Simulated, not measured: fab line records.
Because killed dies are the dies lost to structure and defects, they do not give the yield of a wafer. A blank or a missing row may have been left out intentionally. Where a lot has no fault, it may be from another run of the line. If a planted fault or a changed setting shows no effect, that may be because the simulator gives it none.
The tool behind it: which one? + flow gf180mcu + Sampling: 6 lots, 18 wafers, 3 of 602 route steps

WHAT THE GAUGES SHOWED, per wafer
GF_STI_THK_MEAS_22.
| lot  | measured    | on            | STI_OXIDATION_01_THK (nm) |
|------|-------------|---------------|---------------------------|
| L499 | day 3 01:44 | film_metro-03 | 14.7 14.9 14.8            |
| L501 | day 3 09:32 | film_metro-02 | 14.6 14.9 15.0            |
| L503 | day 4 00:06 | film_metro-03 | 15.0 14.9 14.7            |
| L507 | day 4 18:29 | film_metro-01 | 14.9 15.1 15.1            |
| L515 | day 6 09:59 | film_metro-03 | 19.5 19.4 19.5            |
| L518 | day 7 01:17 | film_metro-03 | 14.8 14.8 14.8            |

TOOL THAT RAN EACH LOT (tool first, then ch and the chambers of the sampled wafers, then the start)
| lot  | GF_STI_ETCH_13                    | GF_STI_OXIDATION_21          |
|------|-----------------------------------|------------------------------|
| L499 | rie_diel-03 ch 0,1,3, day 2 23:58 | furnace-02 ch 0, day 3 00:35 |
| L501 | rie_diel-03 ch 1,2, day 3 07:47   | furnace-02 ch 0, day 3 08:24 |
| L503 | rie_diel-02 ch 0,1,3, day 3 18:07 | furnace-01 ch 0, day 3 22:58 |
| L507 | rie_diel-03 ch 1,2, day 4 16:44   | furnace-01 ch 0, day 4 17:20 |
| L515 | rie_diel-02 ch 0,3, day 6 08:13   | furnace-01 ch 0, day 6 08:49 |
| L518 | rie_diel-03 ch 0,3, day 6 23:32   | furnace-02 ch 0, day 7 00:09 |
- GF_STI_ETCH_13: etches the open film in CHF3/O2, stops on Si, target depth 282.31 nm, time 112.9 s.
- GF_STI_OXIDATION_21: stabilise 600 s, purge 300 s, target thk 15 nm.

THE ANSWER, worked out from the rows above alone
Rule: the lots themselves supply what counts as usual. The widest of any qualifying gaps counts: lots, ordered by their means at a reading, are off when they make up no more than a third of the lots, leave a main group of 4 or more, and stand apart from it by 3 or more times the standard deviation of that group's means. If all means in a main group match to the digits the tables above print for the reading, that group is not used. Also off: a lot with no number at a reading for which 4 or more lots have one. Any other lot the step has rows for is counted as sound.
Off: L515, seen at GF_STI_THK_MEAS_22 (STI_OXIDATION_01_THK). The main group: mean 14.9 nm, standard deviation 0.087.
If a tool, at a process step before that reading, ran all the lots that are off and no sound lot after the first of them, it fits. Those tools and the gauges at GF_STI_THK_MEAS_22 are tried in the same way. Undecided on this evidence; 2 tools fit (rie_diel-02 at GF_STI_ETCH_13, furnace-01 at GF_STI_OXIDATION_21).

WHAT HAD BEEN PUT IN BY THE SIMULATOR
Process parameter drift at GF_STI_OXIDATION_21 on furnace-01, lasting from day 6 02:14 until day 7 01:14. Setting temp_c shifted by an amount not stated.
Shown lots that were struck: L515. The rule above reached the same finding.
